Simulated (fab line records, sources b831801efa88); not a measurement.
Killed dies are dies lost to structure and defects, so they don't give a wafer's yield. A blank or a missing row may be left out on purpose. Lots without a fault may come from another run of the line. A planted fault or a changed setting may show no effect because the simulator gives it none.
fab line records | flow sky130
record lots=6 wafers=18 last_day=50
route steps=708 shown FIELD_ISO@4 NWELL@32 DNWELL@35 PWDE@45 PAD_OPEN@708
lots that met no fault: from a run of the same line without faults
start_h: hours from the record's first day to the start of the lot's first wafer shown | wait_h: hours since the lot's step before | " the same as in the row above | L1.1+2: a row that stands for several wafers | - no value, or no start given | * or withheld: withheld | < > ~ a bound
route shown NAME@n: a module of which the file shows steps, and the number in the route of the first | usual: mean/standard deviation of fault-free wafers | same: alike in all rows | chamber/n: place in a boat | sites: the reading at each site | _std_site: their standard deviation | _edge_site: outer sites' mean less inner sites' | radius_mm: how far each site lies from the wafer's centre | mask NAME#n: copy n | behind: the tool/chamber that last shaped the wafer | hold: why the lot was held/for how many hours/how that ended | device: the transistor (n, p or np) that didn't switch | end of line: the same wafers' tests at the end of the route | a step without rows: its recipe alone | killed: dies lost to structure and defects at the first sort, not the wafer's yield | map: a wafer's dies, x killed, . not, _ none there
set.NAME: the setting as run; set.NAME@STEP: as run at that earlier step | model.NAME: the simulator's own value behind a step, which no gauge read
lots at some steps of the route; a table a step, a row a wafer
services: from which hour (start_h, from the record's first day; less than 0 if before it) a tool's chamber was out of use, for how many hours, and why
## steps
# step SKY_FIELD_ISO_CVD_03
# recipe material=Si3N4 precursor=DCS/NH3 target_thk_nm=165 temp_c=770 time_s=2830 pressure_mtorr=250
# step SKY_FIELD_ISO_THK_MEAS_04
# recipe reads=Si3N4_of_FIELD_ISO_CVD_03
# usual FIELD_ISO_CVD_03_THK=165.9/1.6
# columns lot.wafer tool chamber start_h wait_h FIELD_ISO_CVD_03_THK[nm]
L234.1 film_metro-02 - 21.34 0.0 168.1
L234.4 " - " " 167.1
L234.5 " - " " 167.5
L240.1 film_metro-03 - 48.48 0.0 166.1
L240.2 " - " " 166.5
L240.3 " - " " 167.0
L243.3 film_metro-03 - 65.16 0.0 166.1
L243.4 " - " " 166.2
L243.6 " - " " 165.4
L251.1 film_metro-02 - 105.66 0.0 162.7
L251.4 " - " " 163.2
L251.6 " - " " 163.6
L252.3 film_metro-04 - 108.82 0.0 164.1
L252.5 " - " " 164.3
L252.6 " - " " 164.4
L255.1 film_metro-04 - 127.03 0.0 167.8
L255.3 " - " " 167.7
L255.6 " - " " 165.9
# step SKY_FIELD_ISO_DEHYDRATE_05
# recipe temp_c=200 time_s=60
# step SKY_FIELD_ISO_HMDS_06
# recipe prime_time_s=60 prime_temp_c=120
# step SKY_FIELD_ISO_COAT_07
# recipe resist=BARC temp_c=withheld time_s=withheld spin_rpm=3000 resist_thk_nm=60
# step SKY_FIELD_ISO_COAT_08
# recipe resist=KrF-thick spin_rpm=3000 resist_thk_nm=450
# step SKY_FIELD_ISO_SOFTBAKE_09
# recipe temp_c=100 time_s=90 resist=KrF-thick
# step SKY_FIELD_ISO_EXPOSE_10
# recipe mask_id=FOM na=0.68 source_shape=annular sigma_inner=0.4 sigma_outer=0.8 target_cd_nm=150 dose_mj=28
# step SKY_FIELD_ISO_PEB_11
# recipe peb_temp_c=withheld peb_time_s=withheld resist=KrF-thick
# step SKY_FIELD_ISO_DEVELOP_12
# recipe develop_time_s=60 resist=KrF-thick dev_temp_c=21
# step SKY_FIELD_ISO_CD_MEAS_13
# recipe target_cd_nm=150
# usual cd_nm=150.2/1.5
# columns lot.wafer tool chamber start_h wait_h cd_nm
L234.1 cd_sem-01 - 35.95 - 150.7
L234.4 " - " " 152.6
L234.5 " - " " 152.4
L240.1 cd_sem-02 - 64.05 - 148.5
L240.2 " - " " 148.2
L240.3 " - " " 148.5
L243.3 cd_sem-02 - 81.82 - 151.1
L243.4 " - " " 149.5
L243.6 " - " " 150.5
L251.1 cd_sem-02 - 123.45 - 149.3
L251.4 " - " " 148.4
L251.6 " - " " 149.7
L252.3 cd_sem-02 - 126.94 - 149.7
L252.5 " - " " 149.4
L252.6 " - " " 148.9
L255.1 cd_sem-02 - 145.10 - 153.0
L255.3 " - " " 151.7
L255.6 " - " " 153.0
# step SKY_FIELD_ISO_ETCH_14
# recipe chemistry=N2/H2 target=BARC ion_energy_ev=200 source_w=500 bias_w=100 pressure_mtorr=30 n2_flow_sccm=100 h2_flow_sccm=200 stop_on=SiO2 time_s=45.9 target_depth_a=600
# usual drypump_motor_current_A=5.6/0.51 oes_product_au=0.854/0.0046 throttle_valve_pct=13.226/0.0097
# columns lot.wafer tool chamber start_h wait_h drypump_motor_current_A oes_product_au rf_hours_counter_h throttle_valve_pct
L234.1 rie_diel-04 2 36.07 0.1 6.1 0.846 103 13.222
L234.4 " 3 " " 5.2 0.853 - 13.214
L234.5 " 3 " " 5.1 0.858 - 13.216
L240.1 rie_diel-04 1 64.17 0.1 5.6 0.856 79 13.223
L240.2 " 0 " " 4.8 0.858 112 13.234
L240.3 " 3 " " 5.2 0.855 106 13.210
L243.3 rie_diel-01 3 81.90 0.1 6.7 0.849 53 13.210
L243.4 " 1 " " 5.6 0.849 10 13.214
L243.6 " 2 " " 5.8 0.843 - 13.228
L251.1 rie_diel-01 2 123.57 0.1 5.8 0.853 78 13.239
L251.4 " 0 " " 5.3 0.856 30 13.221
L251.6 " 1 " " 5.6 0.848 - 13.225
L252.3 rie_diel-01 3 127.02 0.1 6.7 0.860 53 13.228
L252.5 " 3 " " 6.7 0.851 - 13.238
L252.6 " 0 " " 5.3 0.851 - 13.237
L255.1 rie_diel-04 1 145.22 0.1 5.6 0.846 80 13.214
L255.3 " 0 " " 4.8 0.858 113 13.227
L255.6 " 1 " " 5.6 0.855 - 13.218
# step SKY_FIELD_ISO_ETCH_15
# recipe chemistry=CHF3/O2 target_depth_nm=180 stop_on=Si source_w=600 bias_w=200 pressure_mtorr=40 chf3_flow_sccm=50 O2_flow_sccm=5 time_s=72
# usual O2_flow_sccm=5.001/0.015 drypump_motor_current_A=5.6/0.5 oes_product_au=0.949/0.0072 throttle_valve_pct=8.845/0.0099
# columns lot.wafer tool chamber start_h wait_h O2_flow_sccm drypump_motor_current_A oes_product_au rf_hours_counter_h throttle_valve_pct
L234.1 rie_diel-04 2 36.13 0.0 4.970 6.2 0.947 103 8.847
L234.4 " 3 " " 5.004 5.1 0.958 - 8.860
L234.5 " 3 " " 4.985 5.1 0.948 - 8.866
L240.1 rie_diel-04 1 64.21 0.0 5.013 5.6 0.951 79 8.852
L240.2 " 0 " " 5.014 4.8 0.954 112 8.839
L240.3 " 3 " " 4.994 5.1 0.959 106 8.846
L243.3 rie_diel-01 3 81.94 0.0 5.001 6.6 0.952 53 8.843
L243.4 " 1 " " 4.999 5.6 0.949 10 8.855
L243.6 " 2 " " 5.009 5.8 0.954 - 8.843
L251.1 rie_diel-01 2 123.62 0.0 5.010 5.9 0.929 78 8.821
L251.4 " 0 " " 5.001 5.3 0.942 30 8.842
L251.6 " 1 " " 4.988 5.5 0.945 - 8.858
L252.3 rie_diel-01 3 127.06 0.0 4.992 6.7 0.937 53 8.842
L252.5 " 3 " " 5.010 6.7 0.948 - 8.860
L252.6 " 0 " " 5.022 5.3 0.940 - 8.846
L255.1 rie_diel-04 1 145.26 0.0 4.983 5.6 0.953 81 8.835
L255.3 " 0 " " 4.994 4.8 0.955 113 8.854
L255.6 " 1 " " 5.004 5.6 0.949 - 8.857
# step SKY_FIELD_ISO_STRIP_16
# recipe chemistry=O2/N2 power_w=1346 pressure_mtorr=1500 platen_temp_c=withheld o2_flow_sccm=3000 n2_flow_sccm=300 overash_fraction=0.5
# usual drypump_motor_current_A=5.3/0.31 oes_product_au=0.377/0.0054 strip_time_to_endpoint_s=3.66/0.045
# columns lot.wafer tool chamber start_h wait_h drypump_motor_current_A oes_product_au rf_hours_counter_h strip_time_to_endpoint_s
L234.1 plasma_asher-01 0 36.22 0.1 5.6 0.379 22 3.64
L234.4 " 1 " " 4.9 0.374 - 3.68
L234.5 " 1 " " 4.9 0.376 - 3.65
L240.1 plasma_asher-01 0 64.27 0.0 5.6 0.384 25 3.65
L240.2 " 1 " " 4.9 0.385 25 3.71
L240.3 " 1 " " 4.9 0.377 - 3.70
L243.3 plasma_asher-01 0 82.03 0.1 5.6 0.371 - 3.72
L243.4 " 1 " " 4.9 0.379 - 3.67
L243.6 " 0 " " 5.6 0.384 - 3.66
L251.1 plasma_asher-01 1 123.67 0.0 4.9 0.379 31 3.65
L251.4 " 0 " " 5.6 0.377 - 3.65
L251.6 " 0 " " 5.6 0.375 - 3.67
L252.3 plasma_asher-01 1 127.15 0.1 4.9 0.384 - 3.69
L252.5 " 1 " " 4.9 0.380 - 3.68
L252.6 " 0 " " 5.6 0.373 - 3.63
L255.1 plasma_asher-04 0 145.32 0.0 5.8 0.378 47 3.61
L255.3 " 0 " " 5.8 0.384 - 3.73
L255.6 " 1 " " 6.1 0.380 - 3.62
# step SKY_FIELD_ISO_ETCH_17
# recipe target_depth_a=3420 mask_material=Si3N4 chemistry=HBr/Cl2/O2 target=Si taper_deg=5 icp_w=600 bias_w=150 pressure_mtorr=15 HBr_flow_sccm=150 Cl2_flow_sccm=40 O2_flow_sccm=6 time_s=97.7
# usual HBr_flow_sccm=150.0/0.48 O2_flow_sccm=6.000/0.019 drypump_motor_current_A=5.98/0.17 oes_product_au=0.999/0.013 throttle_valve_pct=25.655/0.013
# columns lot.wafer tool chamber start_h wait_h HBr_flow_sccm O2_flow_sccm drypump_motor_current_A oes_product_au rf_hours_counter_h throttle_valve_pct
L234.1 rie_si-01 0 36.32 0.1 150.2 6.011 6.15 0.989 51 25.671
L234.4 " 3 " " 149.7 5.982 6.00 1.009 111 25.649
L234.5 " 2 " " 150.3 6.021 5.76 1.007 - 25.645
L240.1 rie_si-01 2 64.37 0.1 150.0 5.989 5.71 1.004 143 25.641
L240.2 " 0 " " 149.3 6.007 6.16 0.971 51 25.676
L240.3 " 3 " " 149.5 6.014 6.01 1.007 111 25.641
L243.3 rie_si-02 3 82.10 0.0 149.8 6.015 5.97 0.988 3 25.654
L243.4 " 3 " " 150.7 5.990 5.96 0.989 - 25.669
L243.6 " 1 " " 149.8 6.013 5.86 1.005 - 25.655
L251.1 rie_si-01 3 123.77 0.1 149.4 5.978 6.02 1.010 112 25.657
L251.4 " 3 " " 149.8 5.985 6.02 1.002 - 25.657
L251.6 " 0 " " 150.2 5.978 6.14 0.982 - 25.663
L252.3 rie_si-02 3 127.22 0.0 150.1 6.016 6.03 0.993 3 25.648
L252.5 " 0 " " 149.8 6.003 5.94 1.020 - 25.647
L252.6 " 3 " " 149.9 5.971 5.99 0.988 - 25.658
L255.1 rie_si-01 2 145.42 0.1 149.8 5.997 5.72 1.007 0 25.650
L255.3 " 1 " " 150.2 5.947 6.22 0.995 56 25.653
L255.6 " 3 " " 150.4 6.059 6.01 1.019 - 25.648
# step SKY_FIELD_ISO_WET_ETCH_18
# recipe chemistry=H3PO4 target_depth_nm=25 temp_c=160 target=Si3N4 time_s=286
# step SKY_FIELD_ISO_CLEAN_19
# recipe chemistry=SC1/SC2 mix=1:4:20 temp_c=70 time_s=150
# step SKY_FIELD_ISO_CLEAN_20
# recipe chemistry=dHF time_s=20 dilution=100:1
# step SKY_FIELD_ISO_WET_ETCH_21
# recipe chemistry=dHF dilution=100:1 target_depth_nm=20 dry=ipa_marangoni target=SiO2 temp_c=25 time_s=400
# step SKY_FIELD_ISO_OXIDATION_22
# recipe temp_c=950 ambient=O2 stabilise_s=600 purge_s=300 target_thk_a=100 ox_time_s=623
# step SKY_FIELD_ISO_THK_MEAS_23
# recipe reads=SiO2_of_FIELD_ISO_OXIDATION_22
# usual FIELD_ISO_OXIDATION_01_THK=9.92/0.18
# columns lot.wafer tool chamber start_h wait_h FIELD_ISO_OXIDATION_01_THK[nm]
L234.1 film_metro-04 - 37.83 0.0 10.23
L234.4 " - " " 10.16
L234.5 " - " " 10.07
L240.1 film_metro-02 - 65.94 0.0 9.78
L240.2 " - " " 9.90
L240.3 " - " " 9.83
L243.3 film_metro-02 - 83.66 0.0 9.64
L243.4 " - " " 9.76
L243.6 " - " " 9.79
L251.1 film_metro-02 - 127.09 0.0 9.94
L251.4 " - " " 10.08
L251.6 " - " " 9.98
L252.3 film_metro-04 - 130.02 0.0 9.86
L252.5 " - " " 9.80
L252.6 " - " " 9.88
L255.1 film_metro-04 - 148.63 0.0 9.64
L255.3 " - " " 9.50
L255.6 " - " " 9.60
# step SKY_FIELD_ISO_CVD_24
# recipe material=SiO2 target_thk_nm=595 temp_c=650 sigma_open_frac=0.3 time_s=99.2 sih4_flow_sccm=60 pressure_mtorr=6
# step SKY_FIELD_ISO_THK_MEAS_25
# recipe reads=SiO2_of_FIELD_ISO_CVD_24
# usual FIELD_ISO_CVD_24_THK=592/6.8
# columns lot.wafer tool chamber start_h wait_h FIELD_ISO_CVD_24_THK[nm]
L234.1 film_metro-02 - 37.96 0.0 595
L234.4 " - " " 599
L234.5 " - " " 589
L240.1 film_metro-03 - 66.07 0.0 591
L240.2 " - " " 597
L240.3 " - " " 596
L243.3 film_metro-02 - 83.79 0.1 602
L243.4 " - " " 605
L243.6 " - " " 587
L251.1 film_metro-04 - 127.22 0.0 593
L251.4 " - " " 594
L251.6 " - " " 600
L252.3 film_metro-02 - 130.15 0.1 589
L252.5 " - " " 597
L252.6 " - " " 604
L255.1 film_metro-04 - 148.76 0.0 587
L255.3 " - " " 587
L255.6 " - " " 589
# step SKY_FIELD_ISO_ANNEAL_26
# recipe temp_c=1000 time_s=1800 ambient=N2
# step SKY_FIELD_ISO_CMP_27
# recipe stop_on=Si3N4 t_overpolish_s=16 down_force_psi=4 platen_rpm=60 target_thk_nm=457.8 pad_velocity_m_s=0.94248
# usual edge_zone_pressure_frac=1.001/0.0052 motor_current_A=12.1/1.1 overpolish_run_s=16.000/0.0096 platen_rpm=60.00/0.04 retaining_ring_pressure_frac=1.000/0.0048 time_to_endpoint_s=110/6.6
# columns lot.wafer tool chamber start_h wait_h edge_zone_pressure_frac motor_current_A overpolish_run_s platen_rpm retaining_ring_pressure_frac time_to_endpoint_s
L234.4 cmp-02 2 39.52 0.0 1.004 10.9 15.988 60.04 1.009 97
L234.1 " 0 " " 1.003 13.4 15.992 59.98 0.992 109
L234.5 " 2 " " 0.999 11.0 16.014 59.98 1.004 100
L240.3 cmp-02 1 68.13 0.0 1.002 11.3 16.009 60.03 1.001 117
L240.2 " 3 " " 0.998 11.1 16.007 59.99 0.993 111
L240.1 " 0 " " 0.990 12.6 15.995 59.93 1.002 111
L243.3 cmp-01 1 85.33 0.0 0.999 11.7 16.010 60.00 1.004 114
L243.4 " 3 " " 1.005 14.4 15.995 59.94 1.002 127
L243.6 " 2 " " 0.999 13.1 16.019 60.05 1.001 116
L251.4 cmp-01 3 128.88 0.1 0.998 13.4 16.007 60.00 0.988 118
L251.1 " 1 " " 0.998 11.4 16.006 59.96 1.003 104
L251.6 " 2 " " 1.005 12.5 16.010 59.98 0.996 109
L252.3 cmp-01 1 132.94 0.1 1.002 10.9 15.998 59.94 1.000 109
L252.5 " 3 " " 0.999 13.9 16.003 59.98 0.999 118
L252.6 " 0 " " 1.009 13.0 15.990 59.94 0.996 120
L255.3 cmp-01 2 151.57 0.1 0.991 12.3 15.987 60.02 0.996 107
L255.1 " 0 " " 0.995 12.1 15.989 60.01 0.994 115
L255.6 " 1 " " 1.000 11.8 16.001 60.06 1.001 105
# step SKY_FIELD_ISO_WET_ETCH_28
# recipe chemistry=dHF target_depth_nm=23.7 target=SiO2 dilution=10:1 temp_c=25 time_s=47
# step SKY_FIELD_ISO_WET_ETCH_29
# recipe chemistry=H3PO4 target_depth_nm=160 target=Si3N4 temp_c=160 time_s=1825
# step SKY_FIELD_ISO_WET_ETCH_30
# recipe chemistry=dHF target_depth_nm=25 target=SiO2 dilution=10:1 temp_c=25 time_s=50
# step SKY_NWELL_CLEAN_00
# recipe chemistry=SC1/SC2 mix=1:4:20 temp_c=70 time_s=150 dry=n2_spin
# step SKY_NWELL_OXIDATION_01
# recipe temp_c=900 ambient=O2 stabilise_s=600 purge_s=300 target_thk_a=100 ox_time_s=1418
# step SKY_NWELL_THK_MEAS_02
# recipe reads=SiO2_of_NWELL_OXIDATION_01
# usual NWELL_OXIDATION_THK=9.94/0.21
# columns lot.wafer tool chamber start_h wait_h NWELL_OXIDATION_THK[nm]
L234.1 film_metro-04 - 43.28 0.0 9.92
L234.4 " - " " 9.75
L234.5 " - " " 9.78
L240.1 film_metro-01 - 70.49 0.0 10.39
L240.2 " - " " 9.90
L240.3 " - " " 10.17
L243.3 film_metro-03 - 89.52 0.0 9.97
L243.4 " - " " 9.97
L243.6 " - " " 10.09
L251.1 film_metro-03 - 131.34 0.0 10.13
L251.4 " - " " 10.23
L251.6 " - " " 10.26
L252.3 film_metro-01 - 136.52 0.0 9.78
L252.5 " - " " 9.79
L252.6 " - " " 9.58
L255.1 film_metro-04 - 154.09 0.0 9.70
L255.3 " - " " 9.84
L255.6 " - " " 9.83
# step SKY_DNWELL_DEHYDRATE_00
# recipe temp_c=200 time_s=60
# step SKY_DNWELL_HMDS_01
# recipe prime_time_s=60 prime_temp_c=120
# step SKY_DNWELL_COAT_02
# recipe spin_rpm=2000 resist_thk_nm=3000
# step SKY_DNWELL_SOFTBAKE_03
# recipe temp_c=110 time_s=withheld
# step SKY_DNWELL_EXPOSE_04
# recipe mask_id=DNM na=0.57 target_cd_nm=3000 dose_mj=222
# step SKY_DNWELL_PEB_05
# recipe temp_c=115 time_s=withheld
# step SKY_DNWELL_DEVELOP_06
# recipe wall_angle_deg=90 developer=TMAH develop_time_s=60 dev_temp_c=22.1
# step SKY_DNWELL_IMPLANT_07
# recipe species=P energy_kev=withheld dose_cm2=withheld tilt_deg=withheld
# step SKY_DNWELL_STRIP_08
# recipe chemistry=O2/N2 power_w=1400 pressure_mtorr=1500 platen_temp_c=withheld o2_flow_sccm=3000 n2_flow_sccm=300 overash_fraction=0.5
# usual drypump_motor_current_A=5.6/0.39 oes_product_au=0.722/0.0039 strip_time_to_endpoint_s=36.91/0.1
# columns lot.wafer tool chamber start_h wait_h drypump_motor_current_A oes_product_au rf_hours_counter_h strip_time_to_endpoint_s
L234.1 plasma_asher-04 1 58.88 0.1 6.1 0.724 38 37.03
L234.4 " 0 " " 5.8 0.720 - 36.98
L234.5 " 0 " " 5.8 0.724 - 36.96
L240.1 plasma_asher-04 0 87.26 0.1 5.8 0.726 41 36.95
L240.2 " 1 " " 6.1 0.721 41 36.83
L240.3 " 1 " " 6.1 0.724 - 36.88
L243.3 plasma_asher-03 1 106.59 0.1 5.2 0.720 - 36.92
L243.4 " 0 " " 5.7 0.727 - 37.00
L243.6 " 1 " " 5.2 0.721 - 36.93
L251.1 plasma_asher-04 1 148.90 0.1 6.1 0.723 47 36.99
L251.4 " 0 " " 5.9 0.724 - 36.83
L251.6 " 1 " " 6.1 0.722 - 36.95
L252.3 plasma_asher-03 1 153.49 0.1 5.2 0.724 - 37.02
L252.5 " 0 " " 5.6 0.722 - 36.99
L252.6 " 1 " " 5.2 0.723 - 36.91
L255.1 plasma_asher-04 1 174.65 0.1 6.1 0.724 49 36.76
L255.3 " 0 " " 5.8 0.721 - 36.77
L255.6 " 1 " " 6.1 0.722 - 36.85
# step SKY_DNWELL_TW_MEAS_09
# usual DNWELL_TW=1122/16
# columns lot.wafer tool chamber start_h wait_h DNWELL_TW
L234.1 film_metro-01 - 58.98 0.1 1103
L234.4 " - " " 1097
L234.5 " - " " 1097
L240.1 film_metro-04 - 87.36 0.1 1132
L240.2 " - " " 1135
L240.3 " - " " 1139
L243.3 film_metro-03 - 106.68 0.1 1117
L243.4 " - " " 1115
L243.6 " - " " 1121
L251.1 film_metro-03 - 149.00 0.1 1118
L251.4 " - " " 1120
L251.6 " - " " 1114
L252.3 film_metro-03 - 153.57 0.1 1119
L252.5 " - " " 1121
L252.6 " - " " 1123
L255.1 film_metro-04 - 174.75 0.1 1125
L255.3 " - " " 1125
L255.6 " - " " 1125
# step SKY_PWDE_DEHYDRATE_00
# recipe temp_c=200 time_s=60
# step SKY_PAD_OPEN_PROBE_99
# usual killed_at_M0_to_M3=44/7.1 killed_at_M4_up=3.1/1.8 killed_at_contacts=24/5.3 killed_at_front_end=15/4.5 killed_at_other=0.2/0.42 killed_dies=86/9.6 killed_open=46/6.9 killed_short=40/6.4
# same gross_dies=492 killed_at_back_side=0
# columns lot.wafer tool chamber start_h wait_h killed_at_M0_to_M3 killed_at_M4_up killed_at_contacts killed_at_front_end killed_at_other killed_dies killed_open killed_short
L234.1 prober-02 - 1072.42 0.1 48 3 31 9 1 92 45 47
L234.4 prober-02 - 1072.57 0.2 52 5 19 15 0 91 44 47
L234.5 prober-02 - 1072.62 0.2 44 3 24 16 0 87 37 50
L240.1 prober-02 - 1133.78 0.1 37 3 21 15 0 76 42 34
L240.2 prober-02 - 1133.83 0.1 41 4 20 21 1 87 46 41
L240.3 prober-02 - 1133.88 0.2 45 6 22 23 0 96 55 41
L243.3 prober-01 - 1134.51 0.2 32 2 22 10 0 66 43 23
L243.4 prober-01 - 1134.56 0.2 48 1 26 17 1 93 40 53
L243.6 prober-01 - 1134.66 0.2 42 1 25 12 0 80 47 33
L251.4 prober-02 - 1191.19 0.2 49 1 21 45 0 116 41 40
L255.1 prober-02 - 1196.92 0.1 45 4 25 21 0 95 45 50
L255.3 prober-02 - 1197.02 0.2 49 3 29 8 1 90 47 43
L255.6 prober-02 - 1197.17 0.2 53 3 18 25 0 99 53 46
L252.3 prober-01 - 1198.43 0.2 41 3 17 16 0 77 32 45
L252.5 prober-01 - 1198.53 0.2 57 1 30 19 0 107 66 41
L252.6 prober-01 - 1198.58 0.2 44 1 23 55 0 123 42 39
# killed by level:class
L234.1 CONTACT:geometric_particle:open=12 VIA1:geometric_particle:open=11 CONTACT:geometric_particle:short=9 VIA3:geometric_particle:open=8 VIA1:geometric_particle:short=5 METAL2:geometric_particle:short=5 VIA2:geometric_particle:open=5 LI_CONTACT:geometric_particle:open=4
L234.4 VIA1:geometric_particle:open=11 METAL1:geometric_particle:short=8 VIA3:geometric_particle:open=8 VIA2:geometric_particle:short=6 LI_CONTACT:geometric_particle:short=5 CONTACT:geometric_particle:short=5 FIELD_ISO:geometric_particle:open=4 LI_CONTACT:geometric_particle:open=4
L234.5 VIA1:geometric_particle:open=9 METAL1:geometric_particle:short=9 POLY_GATE:geometric_particle:short=6 LI_CONTACT:geometric_particle:open=6 CONTACT:geometric_particle:open=6 VIA2:geometric_particle:open=6 LI_CONTACT:geometric_particle:short=5 METAL2:geometric_particle:short=5
L240.1 CONTACT:geometric_particle:open=9 FIELD_ISO:geometric_particle:open=6 METAL1:geometric_particle:short=5 VIA1:geometric_particle:open=5 VIA3:geometric_particle:short=5 VIA3:geometric_particle:open=5 LI_CONTACT:geometric_particle:short=4 CONTACT:geometric_particle:short=4
L240.2 VIA1:geometric_particle:open=10 CONTACT:geometric_particle:open=8 METAL1:geometric_particle:short=8 POLY_GATE:geometric_particle:short=7 POLY_GATE:geometric_particle:open=7 METAL2:geometric_particle:short=6 VIA3:geometric_particle:open=4 LI_CONTACT:geometric_particle:open=4
L240.3 LI_CONTACT:geometric_particle:open=10 VIA1:geometric_particle:open=10 POLY_GATE:geometric_particle:open=9 VIA3:geometric_particle:open=6 METAL4:geometric_particle:short=6 CONTACT:geometric_particle:open=5 METAL2:geometric_particle:short=5 VIA1:geometric_particle:short=5
L243.3 LI_CONTACT:geometric_particle:open=9 CONTACT:geometric_particle:open=7 VIA1:geometric_particle:open=7 VIA2:geometric_particle:open=6 CONTACT:geometric_particle:short=5 POLY_GATE:geometric_particle:open=4 METAL1:geometric_particle:short=3 VIA1:geometric_particle:short=3
L243.4 CONTACT:geometric_particle:short=10 CONTACT:geometric_particle:open=8 VIA1:geometric_particle:short=8 FIELD_ISO:geometric_particle:open=7 VIA3:geometric_particle:open=7 METAL1:geometric_particle:short=7 VIA1:geometric_particle:open=7 LOCAL_INTERCONNECT:geometric_particle:short=6
L243.6 LI_CONTACT:geometric_particle:open=12 METAL1:geometric_particle:short=9 VIA1:geometric_particle:open=7 CONTACT:geometric_particle:open=5 VIA3:geometric_particle:open=5 CONTACT:geometric_particle:short=4 METAL2:geometric_particle:short=4 VIA2:geometric_particle:open=4
L251.4 FIELD_ISO:unspecified=35 VIA1:geometric_particle:open=10 CONTACT:geometric_particle:open=9 VIA1:geometric_particle:short=9 VIA3:geometric_particle:open=7 CONTACT:geometric_particle:short=6 METAL2:geometric_particle:short=6 VIA2:geometric_particle:open=6
L255.1 VIA1:geometric_particle:open=10 VIA2:geometric_particle:open=9 CONTACT:geometric_particle:short=7 FIELD_ISO:geometric_particle:short=6 LI_CONTACT:geometric_particle:open=6 CONTACT:geometric_particle:open=6 METAL1:geometric_particle:short=6 POLY_GATE:geometric_particle:open=5
L255.3 LI_CONTACT:geometric_particle:open=10 METAL1:geometric_particle:short=8 CONTACT:geometric_particle:open=7 VIA2:geometric_particle:open=7 LOCAL_INTERCONNECT:geometric_particle:short=6 METAL2:geometric_particle:short=6 VIA3:geometric_particle:open=6 VIA1:geometric_particle:short=5
L255.6 VIA1:geometric_particle:open=14 VIA2:geometric_particle:open=10 VIA3:geometric_particle:open=8 FIELD_ISO:geometric_particle:short=6 LOCAL_INTERCONNECT:geometric_particle:short=6 CONTACT:geometric_particle:short=5 POLY_GATE:geometric_particle:short=4 SPACER:geometric_particle:short=4
L252.3 VIA1:geometric_particle:open=8 METAL1:geometric_particle:short=7 METAL2:geometric_particle:short=7 LI_CONTACT:geometric_particle:open=6 FIELD_ISO:geometric_particle:open=5 VIA3:geometric_particle:open=5 CONTACT:geometric_particle:open=5 VIA1:geometric_particle:short=5
L252.5 VIA1:geometric_particle:open=19 VIA3:geometric_particle:open=11 LI_CONTACT:geometric_particle:open=11 CONTACT:geometric_particle:open=11 METAL1:geometric_particle:short=8 POLY_GATE:geometric_particle:short=6 VIA2:geometric_particle:open=6 VIA1:geometric_particle:short=5
L252.6 FIELD_ISO:unspecified=42 VIA1:geometric_particle:open=10 LI_CONTACT:geometric_particle:open=8 VIA2:geometric_particle:open=7 METAL1:geometric_particle:short=6 LI_CONTACT:geometric_particle:short=5 VIA3:geometric_particle:short=5 CONTACT:geometric_particle:open=4
# map L251.4 (x killed, . not)
__________x...x...x._________
________.........x..x._______
______....x....x.....x.._____
_____...x................____
____..x...................___
___..x....xx...............__
__...........x......x......x_
_x..x..x...........x....xxxxx
_.....x..........xx...xxxxxxx
_...x..x..x............xxxxxx
_..xx...........x.....xxxxxxx
_..........x......x....x.xxxx
_x...........x.........xxxxxx
_..........x...x.......xxx.xx
_x...x..............x.xxx..x.
__.x......x..x.x.x...x.x..x._
___.xx........xxx.........x__
____.........x.......xx...___
_____x.......x....x....x.____
______..x...x.x....x...._____
________..x...x......x_______
__________x.x.x..x.x_________
# map L252.6 (x killed, . not)
__________.........._________
________x...x........._______
______........x.x...x.xx_____
_____.......x............____
____x.....x.x....x.x...xx.___
___..x.....x.x..xx......x.x__
__......xx..............xxxx_
_.x.............x......xxxxxx
_...........x...x....x..xxxxx
_.x.....x.x....x....xxxxxxxxx
_.x....x..x....xx.x...xxxxxxx
_x......x.......x.....xxxxxxx
_xx......x........x....x.xxxx
_..xx.........x.........x.x.x
_...x............x......xx...
__........x.x.xx.....x..x..._
___.x.xx.x.x..x....x.......__
____x.......x...x....x....___
_____....................____
______...x.............._____
________...x..x.x..xx._______
__________....x....._________
## services
# columns tool chamber start_h hours kind
rie_diel-04 1 16.43 20.9 repair
rie_diel-04 0 22.63 13.7 repair
plasma_asher-01 - 27.78 0.8 repair
rie_si-02 2 48.32 11.1 repair
rie_diel-01 0 53.20 14.0 repair
rie_diel-01 2 64.05 15.1 repair
rie_si-01 2 67.53 11.3 repair
rie_diel-01 0 68.81 5.8 repair
plasma_asher-04 - 75.00 0.8 repair
rie_diel-01 1 86.74 9.0 repair
rie_diel-04 1 90.55 16.4 repair
rie_diel-04 - 93.17 14.6 pm
plasma_asher-04 - 94.31 2.7 repair
rie_diel-01 3 95.11 18.2 repair
cmp-01 - 110.19 7.2 pm
cmp-01 - 124.94 1.4 repair
rie_diel-01 - 131.38 0.4 repair
cmp-01 - 133.22 0.5 repair
cmp-01 - 138.68 1.9 repair
rie_diel-01 3 139.75 16.4 repair
rie_diel-01 - 148.71 0.7 repair
rie_si-01 2 154.71 4.4 repair
cmp-01 - 169.99 0.4 repair
rie_diel-01 1 171.27 9.6 repair
## key
first_sign step=SKY_PAD_OPEN_PROBE_99 reading=killed_at_front_end direction=up sigmas=7.8 usual=15 struck=50
effect step=SKY_PAD_OPEN_PROBE_99 reading=killed_dies direction=up sigmas=3.5 usual=86 struck=120
met_at SKY_FIELD_ISO_ETCH_15
struck_wafers L251.4,L252.6
tester_left_out L251,L252
fault kind=chamber_particle_source tool=rie_diel-01 chamber=0 onset_h=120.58 steps=SKY_FIELD_ISO_ETCH_15 rate_per_visit_cm2=0.62406 end_h=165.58
# tester_left_out: of these lots the tester's yield and bins aren't shown, on N5 and GAA mostly nor the transistor test; their killed dies are dies lost to structure and defects alone, not to doping, threshold or leakage, so they don't give the yield
